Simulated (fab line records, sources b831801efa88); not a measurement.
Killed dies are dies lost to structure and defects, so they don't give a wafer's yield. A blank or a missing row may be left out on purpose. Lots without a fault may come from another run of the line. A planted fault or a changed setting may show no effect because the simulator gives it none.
Which tool did it? | flow sky130 | 13 lots, 39 wafers sampled, at 4 steps of a route of 708

WHAT THE GAUGES READ, wafer by wafer
SKY_PWDE_TW_MEAS_10.
lot  | measured    | on            | PWDE_TW
L611 | day 4 09:22 | film_metro-03 | 380 383 382
L613 | day 4 14:24 | film_metro-04 | 376 377 376
L615 | day 4 23:45 | film_metro-02 | 374 373 377
L616 | day 5 06:32 | film_metro-03 | 379 378 377
L617 | day 5 13:01 | film_metro-04 | 378 378 377
L618 | day 5 19:27 | film_metro-03 | 377 379 380
L619 | day 6 04:40 | film_metro-02 | 376 376 375
L622 | day 6 14:16 | film_metro-02 | 378 377 376
L624 | day 7 12:11 | film_metro-03 | 375 376 376
L627 | day 8 09:47 | film_metro-04 | 380 381 382
L628 | day 8 09:09 | film_metro-04 | 382 382 383
L629 | day 8 13:32 | film_metro-04 | 381 383 382
L633 | day 9 13:17 | film_metro-02 | 372 374 374

WHICH TOOL RAN EACH LOT (tool, then ch and the chambers of the sampled wafers, then the start)
lot  | SKY_FIELD_ISO_ETCH_17           | SKY_FIELD_ISO_WET_ETCH_30      | SKY_PWDE_STRIP_09
L611 | rie_si-01 ch 0,1,3, day 2 10:22 | wet_bench-04 ch 0, day 2 22:54 | plasma_asher-03 ch 0,1, day 4 09:15
L613 | rie_si-02 ch 0,1,3, day 2 22:46 | wet_bench-01 ch 2, day 3 03:19 | plasma_asher-03 ch 0,1, day 4 14:17
L615 | rie_si-01 ch 0,2,3, day 3 06:23 | wet_bench-01 ch 0, day 3 11:56 | plasma_asher-03 ch 0,1, day 4 23:38
L616 | rie_si-02 ch 0,1,2, day 3 15:19 | wet_bench-01 ch 1, day 3 19:22 | plasma_asher-02 ch 0,1, day 5 06:26
L617 | rie_si-01 ch 0,1,3, day 3 18:50 | wet_bench-04 ch 2, day 3 23:13 | plasma_asher-02 ch 0,1, day 5 12:55
L618 | rie_si-02 ch 0,1, day 3 22:14   | wet_bench-04 ch 1, day 4 03:47 | plasma_asher-01 ch 0,1, day 5 19:21
L619 | rie_si-01 ch 0,1,2, day 4 04:32 | wet_bench-01 ch 1, day 4 13:25 | plasma_asher-02 ch 0,1, day 6 04:35
L622 | rie_si-02 ch 1,3, day 4 18:46   | wet_bench-04 ch 0, day 5 00:11 | plasma_asher-02 ch 1, day 6 14:09
L624 | rie_si-01 ch 0,2,3, day 5 06:56 | wet_bench-04 ch 2, day 5 16:08 | plasma_asher-03 ch 0,1, day 7 12:05
L627 | rie_si-02 ch 1,2,3, day 5 22:04 | wet_bench-01 ch 0, day 6 13:41 | plasma_asher-02 ch 0,1, day 8 09:41
L628 | rie_si-01 ch 1,2,3, day 6 02:38 | wet_bench-01 ch 1, day 6 13:16 | plasma_asher-03 ch 0,1, day 8 09:03
L629 | rie_si-01 ch 2,3, day 6 10:26   | wet_bench-03 ch 0, day 6 17:56 | plasma_asher-01 ch 0,1, day 8 13:26
L633 | rie_si-02 ch 0,2, day 7 08:49   | wet_bench-03 ch 1, day 7 14:46 | plasma_asher-02 ch 0,1, day 9 13:11
- SKY_FIELD_ISO_ETCH_17: etches Si in HBr/Cl2/O2, target depth 342 nm, time 97.7 s.
- SKY_FIELD_ISO_WET_ETCH_30: etches SiO2 in dHF, target depth 25 nm, time 50 s.
- SKY_PWDE_STRIP_09: strips in O2/N2.

WHAT THE TOOLS THEMSELVES READ (means of the sampled wafers that have a number; where no wafer has one, the mark that the record gives instead)
SKY_FIELD_ISO_ETCH_17.
lot  | tool      | HBr_flow_sccm (sccm) | drypump_motor_current_A (A) | oes_product_au (a.u.) | run_length_s (s) | throttle_valve_pct (%)
L611 | rie_si-01 | 150.0                | 5.9                         | 1.001                 | 125.6            | 25.650
L613 | rie_si-02 | 150.0                | 5.5                         | 0.984                 | 126.0            | 25.666
L615 | rie_si-01 | 150.6                | 6.1                         | 0.998                 | 125.6            | 25.651
L616 | rie_si-02 | 150.0                | 5.6                         | 0.998                 | 125.7            | 25.656
L617 | rie_si-01 | 149.8                | 5.9                         | 0.999                 | 125.5            | 25.658
L618 | rie_si-02 | 149.9                | 5.5                         | 0.992                 | 125.9            | 25.661
L619 | rie_si-01 | 150.0                | 5.8                         | 0.995                 | 125.7            | 25.652
L622 | rie_si-02 | 150.1                | 5.4                         | 0.979                 | 126.0            | 25.671
L624 | rie_si-01 | 150.1                | 6.1                         | 0.996                 | 125.8            | 25.658
L627 | rie_si-02 | 149.9                | 5.6                         | 0.989                 | 126.0            | 25.666
L628 | rie_si-01 | 150.3                | 5.9                         | 0.999                 | 125.8            | 25.659
L629 | rie_si-01 | 149.9                | 6.1                         | 0.999                 | 125.9            | 25.657
L633 | rie_si-02 | 150.1                | 5.7                         | 1.003                 | 125.4            | 25.662

SKY_FIELD_ISO_WET_ETCH_30.
lot  | tool         | run_length_s (s)
L611 | wet_bench-04 | 76.5
L613 | wet_bench-01 | 80.6
L615 | wet_bench-01 | 78.2
L616 | wet_bench-01 | 77.8
L617 | wet_bench-04 | 76.5
L618 | wet_bench-04 | 75.8
L619 | wet_bench-01 | 79.4
L622 | wet_bench-04 | 76.5
L624 | wet_bench-04 | 82.6
L627 | wet_bench-01 | 102.1
L628 | wet_bench-01 | 103.6
L629 | wet_bench-03 | 82.8
L633 | wet_bench-03 | 83.0

SKY_PWDE_STRIP_09.
lot  | tool            | drypump_motor_current_A (A) | oes_product_au (a.u.) | strip_time_to_endpoint_s (s)
L611 | plasma_asher-03 | 5.7                         | 0.720                 | 36.74
L613 | plasma_asher-03 | 5.7                         | 0.725                 | 37.02
L615 | plasma_asher-03 | 5.7                         | 0.724                 | 36.95
L616 | plasma_asher-02 | 5.6                         | 0.720                 | 36.83
L617 | plasma_asher-02 | 5.6                         | 0.727                 | 36.90
L618 | plasma_asher-01 | 5.5                         | 0.722                 | 37.06
L619 | plasma_asher-02 | 5.8                         | 0.723                 | 37.00
L622 | plasma_asher-02 | 5.4                         | 0.720                 | 36.96
L624 | plasma_asher-03 | 5.3                         | 0.719                 | 37.01
L627 | plasma_asher-02 | 5.8                         | 0.726                 | 36.67
L628 | plasma_asher-03 | 5.6                         | 0.721                 | 36.89
L629 | plasma_asher-01 | 5.5                         | 0.721                 | 36.84
L633 | plasma_asher-02 | 5.6                         | 0.716                 | 36.77

THE ANSWER, worked out from the rows above alone
Rule: what is usual is taken from the lots themselves. Put in order of their means at a reading, lots are off if they are a third of the lots or fewer, leave a main group of 4 or more, and stand apart from it by a gap of 3 or more times the standard deviation of the main group's means; of several such gaps the widest counts. A main group whose means are all the same, to the digits that the tables above print for the reading, isn't used. A lot without any number at a reading at which 4 lots or more have one is off too. The other lots that the step has rows for count as sound. The gauges are gone through in route order, then the tools' own readings, and for those a lot's mean is taken as printed above. The first step at which some lot is off is used, and at that step the reading that is off furthest; a lot without a number counts as furthest.
Off: L627, L628, at SKY_FIELD_ISO_WET_ETCH_30 (run_length_s). The main group: mean 79.1 s, standard deviation 2.6.
A tool fits if, at that step or a process step before it, it ran every lot that is off, and no sound lot after the first of them. One fits: wet_bench-01 at SKY_FIELD_ISO_WET_ETCH_30. Its last sound lot is L619 (day 4 13:25), its first lot that is off L628 (day 6 13:16): a fault that began between those two fits.
The tool's own readings at SKY_FIELD_ISO_WET_ETCH_30 bear it out: on the lots that are off they differ by more than 5 times the standard deviation of the sound lots' means. run_length_s reads 102.8 s there against 79.1 s on the sound lots.

WHAT THE SIMULATOR HAD PUT IN
Process parameter drift: wet_bench-01, from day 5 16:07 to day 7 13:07, at SKY_FIELD_ISO_WET_ETCH_30. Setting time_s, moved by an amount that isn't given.
Lots struck among those shown: L628, L627. The rule above found the same.
